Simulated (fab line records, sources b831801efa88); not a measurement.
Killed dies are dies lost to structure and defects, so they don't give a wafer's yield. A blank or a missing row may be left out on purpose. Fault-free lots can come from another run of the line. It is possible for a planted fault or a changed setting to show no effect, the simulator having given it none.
What tool caused it? | flow sky130 | 33 wafers from 12 lots sampled at 6 of the route's 708 steps

## WHAT EACH GAUGE READ, for each wafer
SKY_NWELL_TW_MEAS_15.
lot  | measured     | on           | NWELL_TW
L749 | day 3 10:24  | filmMetro-02 | 1838 1845 1846
L750 | day 4 13:13  | filmMetro-03 | 1803 1810 1818
L751 | day 4 14:24  | filmMetro-02 | 1851 1856 1839
L756 | day 6 09:03  | filmMetro-01 | 1823 1814 1823
L757 | day 6 15:00  | filmMetro-01 | 1810 1818 1811
L758 | day 6 23:06  | filmMetro-01 | 1812 1816 1808
L759 | day 7 04:54  | filmMetro-01 | 1822 1818 1824
L763 | day 7 23:17  | filmMetro-01 | 1732 1820 1740 1822
L764 | day 8 08:10  | filmMetro-03 | 1807 1730 1813 1735
L768 | day 9 10:35  | filmMetro-03 | 1712 1794 1720 1805
L770 | day 10 11:42 | filmMetro-01 | 1822 1825 1814
L771 | day 10 10:44 | filmMetro-01 | 1819 1814 1815

SKY_NWELL_RS_MEAS_29: a four-point-probe measurement.
lot  | measured     | on           | NWELL_RS (ohm/sq)
L749 | day 4 04:01  | filmMetro-03 | 625.2 625.1 625.0
L750 | day 5 07:22  | filmMetro-01 | 628.6 628.8 630.1
L751 | day 5 08:50  | filmMetro-01 | 624.9 626.2 625.9
L756 | day 7 05:07  | filmMetro-03 | 625.1 624.8 624.7
L757 | day 7 11:14  | filmMetro-03 | 624.6 624.1 624.6
L758 | day 7 18:39  | filmMetro-03 | 624.2 623.8 625.5
L759 | day 8 01:00  | filmMetro-03 | 626.2 626.6 627.4
L763 | day 8 21:22  | filmMetro-02 | 679.2 624.9 676.5 626.6
L764 | day 9 06:38  | filmMetro-01 | 624.2 675.2 625.0 676.1
L768 | day 10 08:42 | filmMetro-03 | 677.7 624.5 677.4 624.0
L770 | day 11 12:43 | filmMetro-03 | 625.6 623.9 625.5
L771 | day 11 11:54 | filmMetro-01 | 625.9 627.0 627.9

SKY_SONOS_TUNNEL_TW_MEAS_12.
lot  | measured     | on           | SONOS_TUNNEL_TW
L749 | day 9 22:24  | filmMetro-02 | 201.3 199.5 202.8
L750 | day 11 10:30 | filmMetro-04 | 198.4 197.6 198.3
L751 | day 11 14:50 | filmMetro-04 | 199.7 198.5 199.0
L756 | day 14 01:10 | filmMetro-04 | 197.7 197.8 198.3
L757 | day 14 09:29 | filmMetro-01 | 197.7 197.0 198.0
L758 | day 14 20:23 | filmMetro-02 | 200.5 199.6 199.9
L759 | day 15 03:07 | filmMetro-04 | 197.2 198.1 198.8
L763 | day 16 06:50 | filmMetro-02 | 199.0 200.8
L764 | day 16 15:46 | filmMetro-04 | 198.7 197.2
L768 | day 18 02:38 | filmMetro-02 | 201.0 200.7
L770 | day 19 15:26 | filmMetro-01 | 195.2 194.7 196.0
L771 | day 19 14:42 | filmMetro-01 | 195.3 195.9 194.6

SKY_LDD_HVP_TW_MEAS_10.
lot  | measured     | on           | LDD_HVP_TW
L749 | day 19 21:41 | filmMetro-04 | 459 456 457
L750 | day 21 15:13 | filmMetro-04 | 459 456 457
L751 | day 22 11:58 | filmMetro-02 | 462 457 459
L756 | day 24 22:00 | filmMetro-04 | 456 456 456
L757 | day 25 10:28 | filmMetro-02 | 458 454 457
L758 | day 25 18:26 | filmMetro-02 | 458 459 457
L759 | day 25 23:01 | filmMetro-02 | 456 459 456
L763 | day 28 13:07 | filmMetro-02 | 454 457
L764 | day 28 10:59 | filmMetro-01 | 450 450
L768 | day 28 21:17 | filmMetro-04 | 457 455
L770 | day 30 08:55 | filmMetro-04 | 458 459 459
L771 | day 30 10:23 | filmMetro-01 | 449 452 451

## TOOL THAT RAN EACH LOT (tool first, then ch and the chambers of the sampled wafers, then the start)
lot  | SKY_FIELD_ISO_CMP_27         | SKY_NWELL_IMPLANT_11
L749 | cmp-02 ch 0,3, day 2 07:59   | implanter-02 ch 0, day 3 09:51
L750 | cmp-01 ch 0,1,2, day 2 10:40 | implanter-03 ch 0, day 4 12:41
L751 | cmp-02 ch 0,1,2, day 2 12:07 | implanter-01 ch 0, day 4 13:52
L756 | cmp-02 ch 1,2,3, day 3 23:08 | implanter-03 ch 0, day 6 08:31
L757 | cmp-02 ch 1,2, day 4 03:58   | implanter-03 ch 0, day 6 14:28
L758 | cmp-02 ch 0,1,2, day 4 10:39 | implanter-02 ch 0, day 6 22:33
L759 | cmp-01 ch 1,2,3, day 4 14:28 | implanter-01 ch 0, day 7 04:21
L763 | cmp-01 ch 0,3, day 5 10:16   | implanter-03 ch 0, day 7 22:44
L764 | cmp-01 ch 0,3, day 5 17:26   | implanter-03 ch 0, day 8 07:39
L768 | cmp-01 ch 1,2, day 6 15:43   | implanter-03 ch 0, day 9 10:02
L770 | cmp-01 ch 0,1,3, day 7 11:05 | implanter-01 ch 0, day 10 11:10
L771 | cmp-02 ch 0,1,3, day 7 11:14 | implanter-02 ch 0, day 10 10:11
- SKY_FIELD_ISO_CMP_27: polishes, stops on Si3N4, t overpolish 16 s, target thk 457.8 nm.
- SKY_NWELL_IMPLANT_11

## AS READ BY THE TOOLS THEMSELVES (means over the sampled wafers that have a number; for cases with no such wafer, the mark the record gives instead)
SKY_FIELD_ISO_CMP_27.
lot  | tool   | headPressurePsi (psi) | motorCurrentA (A) | overpolishRunS (s) | platenRpm (rpm) | timeToEndpointS (s)
L749 | cmp-02 | 3.995                 | 12.5              | 16.003             | 60.04           | 109
L750 | cmp-01 | 4.001                 | 11.8              | 16.011             | 59.98           | 110
L751 | cmp-02 | 3.993                 | 12.2              | 16.001             | 59.95           | 114
L756 | cmp-02 | 4.005                 | 12.1              | 15.999             | 60.01           | 113
L757 | cmp-02 | 4.007                 | 12.9              | 15.997             | 60.02           | 109
L758 | cmp-02 | 4.013                 | 12.0              | 15.997             | 59.99           | 114
L759 | cmp-01 | 4.001                 | 12.5              | 16.003             | 59.99           | 109
L763 | cmp-01 | 4.014                 | 11.4              | 16.002             | 60.02           | 112
L764 | cmp-01 | 3.987                 | 11.1              | 15.995             | 60.01           | 110
L768 | cmp-01 | 3.994                 | 12.4              | 16.000             | 60.01           | 114
L770 | cmp-01 | 3.992                 | 11.6              | 16.001             | 59.99           | 112
L771 | cmp-02 | 3.998                 | 11.9              | 15.995             | 60.04           | 111

## THE ANSWER, worked out from the rows above alone
Rule: the lots themselves supply what counts as usual. The widest of any qualifying gaps counts: lots, ordered by their means at a reading, are off when they make up no more than a third of the lots, leave a main group of 4 or more, and stand apart from it by 3 or more times the standard deviation of that group's means. Not used: any main group whose means are identical at the precision the tables above print for the reading. Also off: a lot with no number at a reading for which 4 or more lots have one. All remaining lots with rows at the step are treated as sound. First the gauges in route order, then the tools' own readings, where a lot's mean is used as printed above. The first step at which some lot is off is used, and at that step the reading that is off furthest; a lot without a number counts as furthest.
Off: at SKY_NWELL_RS_MEAS_29 (NWELL_RS), L763, L764, L768. The main group has a mean of 625.8 ohm/sq with a standard deviation of 1.5.
If a tool, at a process step before that reading, ran all the lots that are off and no sound lot after the first of them, it fits. The gauges at SKY_NWELL_RS_MEAS_29 are tried like those tools. One fits: implanter-03 at SKY_NWELL_IMPLANT_11. A fault onset in the window from L757 (day 6 14:28, its last sound lot) to L763 (day 7 22:44, its first lot off) fits.

## WHAT THE SIMULATOR PUT IN
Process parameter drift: implanter-03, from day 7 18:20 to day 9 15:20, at SKY_NWELL_IMPLANT_11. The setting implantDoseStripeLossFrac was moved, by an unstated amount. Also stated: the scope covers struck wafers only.
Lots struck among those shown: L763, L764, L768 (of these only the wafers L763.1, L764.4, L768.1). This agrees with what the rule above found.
